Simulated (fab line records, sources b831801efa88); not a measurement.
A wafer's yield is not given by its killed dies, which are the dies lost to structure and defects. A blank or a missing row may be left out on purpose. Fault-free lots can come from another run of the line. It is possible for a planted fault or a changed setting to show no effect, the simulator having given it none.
The tool behind it: which one? | flow gf180mcu | 14 lots, 42 wafers sampled, at 5 steps of a route of 602

== WHAT THE GAUGES SHOWED, per wafer ==
GF_HV_LDD_CD_MEAS_07 targets a cd of 400 nm.
lot  | measured     | on       | cdNm (nm)
L806 | day 10 12:33 | cdSem-01 | 400.1 395.7 399.8
L807 | day 10 22:44 | cdSem-02 | 398.0 398.7 396.6
L808 | day 11 04:25 | cdSem-02 | 397.3 397.4 397.5
L810 | day 11 19:05 | cdSem-02 | 394.4 391.8 393.3
L811 | day 12 04:41 | cdSem-01 | 401.7 401.7 399.7
L814 | day 13 04:07 | cdSem-02 | 400.2 400.5 399.2
L815 | day 13 08:23 | cdSem-01 | 397.8 397.4 397.6
L816 | day 13 17:17 | cdSem-02 | 401.4 400.2 403.6
L817 | day 13 23:40 | cdSem-01 | 401.8 398.9 399.9
L818 | day 14 06:07 | cdSem-01 | 401.0 398.6 400.9
L819 | day 14 16:35 | cdSem-01 | 359.7 360.1 359.5
L822 | day 15 13:14 | cdSem-02 | 369.0 368.9 369.9
L823 | day 15 17:07 | cdSem-01 | 368.8 372.5 372.1
L824 | day 16 02:20 | cdSem-01 | 377.2 377.8 375.9

GF_SALICIDE_RS_MEAS_04: measurement is done with a four-point probe.
lot  | measured     | on           | SALICIDE_TIN_RS (ohm/sq)
L806 | day 15 18:33 | filmMetro-04 | 16.08 16.44 16.48
L807 | day 16 05:31 | filmMetro-03 | 16.61 16.34 16.00
L808 | day 16 12:31 | filmMetro-02 | 16.34 16.64 16.03
L810 | day 17 06:26 | filmMetro-04 | 16.87 16.71 16.67
L811 | day 17 17:00 | filmMetro-03 | 16.54 16.42 16.01
L814 | day 18 21:15 | filmMetro-03 | 15.99 16.21 16.16
L815 | day 19 01:55 | filmMetro-04 | 16.55 16.74 16.71
L816 | day 19 11:25 | filmMetro-04 | 16.60 16.67 16.51
L817 | day 19 21:35 | filmMetro-03 | 15.96 16.09 15.95
L818 | day 20 06:34 | filmMetro-03 | 16.71 16.01 16.55
L819 | day 20 16:47 | filmMetro-02 | 16.78 16.27 16.57
L822 | day 21 15:29 | filmMetro-03 | 16.20 16.11 16.13
L823 | day 21 20:46 | filmMetro-03 | 16.56 16.07 16.15
L824 | day 22 05:44 | filmMetro-03 | 15.90 16.70 16.41

GF_SALICIDE_THK_MEAS_05: measures by xrf.
lot  | measured     | on           | SALICIDE_TIN_THK (nm)
L806 | day 15 18:40 | filmMetro-04 | 20.10 20.08 20.27
L807 | day 16 05:38 | filmMetro-03 | 19.77 20.23 20.04
L808 | day 16 12:37 | filmMetro-02 | 20.27 20.58 20.14
L810 | day 17 06:32 | filmMetro-04 | 19.89 19.78 19.78
L811 | day 17 17:07 | filmMetro-03 | 20.00 19.85 20.24
L814 | day 18 21:21 | filmMetro-03 | 19.93 19.48 19.92
L815 | day 19 02:02 | filmMetro-04 | 20.11 20.07 19.96
L816 | day 19 11:31 | filmMetro-04 | 19.92 20.16 19.98
L817 | day 19 21:42 | filmMetro-03 | 19.44 19.67 19.75
L818 | day 20 06:41 | filmMetro-03 | 19.82 19.79 20.14
L819 | day 20 16:52 | filmMetro-02 | 19.65 19.64 19.71
L822 | day 21 15:36 | filmMetro-03 | 19.85 19.56 19.48
L823 | day 21 20:53 | filmMetro-03 | 19.70 19.59 19.86
L824 | day 22 05:51 | filmMetro-03 | 19.66 19.60 20.16

== EACH LOT AND THE TOOL THAT RAN IT (in order: tool; ch and the chambers of the sampled wafers; start) ==
lot  | GF_STI_CMP_25                | GF_HV_LDD_EXPOSE_04
L806 | cmp-02 ch 1,2,3, day 2 14:33 | ilineStepper-02 ch 0, day 10 03:32
L807 | cmp-02 ch 0,1,2, day 2 18:36 | ilineStepper-02 ch 0, day 10 13:43
L808 | cmp-02 ch 0,2,3, day 3 01:03 | ilineStepper-01 ch 0, day 10 18:56
L810 | cmp-01 ch 0,1,3, day 3 10:17 | ilineStepper-01 ch 0, day 11 10:42
L811 | cmp-02 ch 0,1,3, day 3 15:40 | ilineStepper-02 ch 0, day 11 18:51
L814 | cmp-01 ch 1,2,3, day 4 07:25 | ilineStepper-02 ch 0, day 12 18:28
L815 | cmp-01 ch 0,2,3, day 4 12:48 | ilineStepper-02 ch 0, day 12 22:50
L816 | cmp-01 ch 1,3, day 4 17:37   | ilineStepper-02 ch 0, day 13 07:17
L817 | cmp-01 ch 1,2,3, day 4 22:46 | ilineStepper-02 ch 0, day 13 13:01
L818 | cmp-01 ch 0,2,3, day 5 04:08 | ilineStepper-02 ch 0, day 13 20:34
L819 | cmp-02 ch 0,2,3, day 5 09:16 | ilineStepper-02 ch 0, day 14 06:11
L822 | cmp-01 ch 0,1,2, day 5 23:52 | ilineStepper-02 ch 0, day 15 02:31
L823 | cmp-01 ch 1,2, day 6 05:43   | ilineStepper-02 ch 0, day 15 06:10
L824 | cmp-02 ch 0,2,3, day 6 10:46 | ilineStepper-02 ch 0, day 15 15:15
- GF_STI_CMP_25: polishes, stops on Si3N4, t overpolish 33 s, target thk 524.6 nm.
- GF_HV_LDD_EXPOSE_04: exposes mask Nplus LV AREA, target cd 400 nm.

== AS READ BY THE TOOLS THEMSELVES (means over the sampled wafers that have a number; for cases with no such wafer, the mark the record gives instead) ==
GF_STI_CMP_25.
lot  | tool   | motorCurrentA (A) | overpolishRunS (s) | retainingRingPressureFrac | timeToEndpointS (s)
L806 | cmp-02 | 13.8              | 32.994             | 1.001                     | 126
L807 | cmp-02 | 13.0              | 32.994             | 0.999                     | 126
L808 | cmp-02 | 12.5              | 32.996             | 0.997                     | 127
L810 | cmp-01 | 11.9              | 33.003             | 0.999                     | 121
L811 | cmp-02 | 12.7              | 32.998             | 1.002                     | 131
L814 | cmp-01 | 12.9              | 32.993             | 1.001                     | 123
L815 | cmp-01 | 12.9              | 32.995             | 1.001                     | 116
L816 | cmp-01 | 11.7              | 32.999             | 1.006                     | 119
L817 | cmp-01 | 12.9              | 33.002             | 1.002                     | 122
L818 | cmp-01 | 12.4              | 33.003             | 1.000                     | 120
L819 | cmp-02 | 12.7              | 33.012             | 0.996                     | 126
L822 | cmp-01 | 11.9              | 33.000             | 0.999                     | 120
L823 | cmp-01 | 11.8              | 32.999             | 0.998                     | 117
L824 | cmp-02 | 12.8              | 32.997             | 0.999                     | 128

GF_HV_LDD_EXPOSE_04.
lot  | tool            | exposureDoseMJCm2 | focusOffsetNm (nm)
L806 | ilineStepper-02 | 139.76            | -0.7
L807 | ilineStepper-02 | 139.86            | -0.2
L808 | ilineStepper-01 | 139.98            | 0.3
L810 | ilineStepper-01 | 139.98            | -0.9
L811 | ilineStepper-02 | 139.97            | 0.6
L814 | ilineStepper-02 | 140.02            | -0.4
L815 | ilineStepper-02 | 140.00            | 0.2
L816 | ilineStepper-02 | 139.94            | 0.2
L817 | ilineStepper-02 | 139.81            | 0.1
L818 | ilineStepper-02 | 139.94            | 0.1
L819 | ilineStepper-02 | 122.80            | 0.4
L822 | ilineStepper-02 | 126.17            | 0.2
L823 | ilineStepper-02 | 126.08            | 0.7
L824 | ilineStepper-02 | 129.03            | -0.3

== THE ANSWER, worked out from the rows above alone ==
Rule: the usual values come from the lots themselves. The widest of any qualifying gaps counts: lots, ordered by their means at a reading, are off when they make up no more than a third of the lots, leave a main group of 4 or more, and stand apart from it by 3 or more times the standard deviation of that group's means. Not used: any main group whose means are identical at the precision the tables above print for the reading. Also off: a lot with no number at a reading for which 4 or more lots have one. The other lots that the step has rows for count as sound. Order of review: gauges by route order, followed by the tools' own readings, for which a lot's mean as printed above is used. At the first step where some lot is off, the reading lying furthest off is the one used; lots without a number count as furthest.
Off: L819, L822, L823, L824 (GF_HV_LDD_CD_MEAS_07, cdNm). Main group: mean 398.8 nm, sd 2.3.
A tool fits if, at a process step before that reading, it ran every lot that is off, and no sound lot after the first of them. The gauges at GF_HV_LDD_CD_MEAS_07 aren't tried: what is off there is off at GF_HV_LDD_EXPOSE_04 too, on other tools, and a gauge's error can't cause that. One fits: GF_HV_LDD_EXPOSE_04 on ilineStepper-02. Its last sound lot is L818 (day 13 20:34), its first lot that is off L819 (day 14 06:11): a fault that began between those two fits.
The tool's own readings at GF_HV_LDD_EXPOSE_04 bear it out: on the lots that are off they differ by more than 5 times the standard deviation of the sound lots' means. exposureDoseMJCm2 reads 126.02 there against 139.93 on the sound lots.

== WHAT THE SIMULATOR HAD PUT IN ==
Process parameter drift: ilineStepper-02, from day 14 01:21 on, at GF_HV_LDD_EXPOSE_04. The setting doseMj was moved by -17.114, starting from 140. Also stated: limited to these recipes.
Shown lots that were struck: L819, L822, L823, L824. Same finding as the rule above.
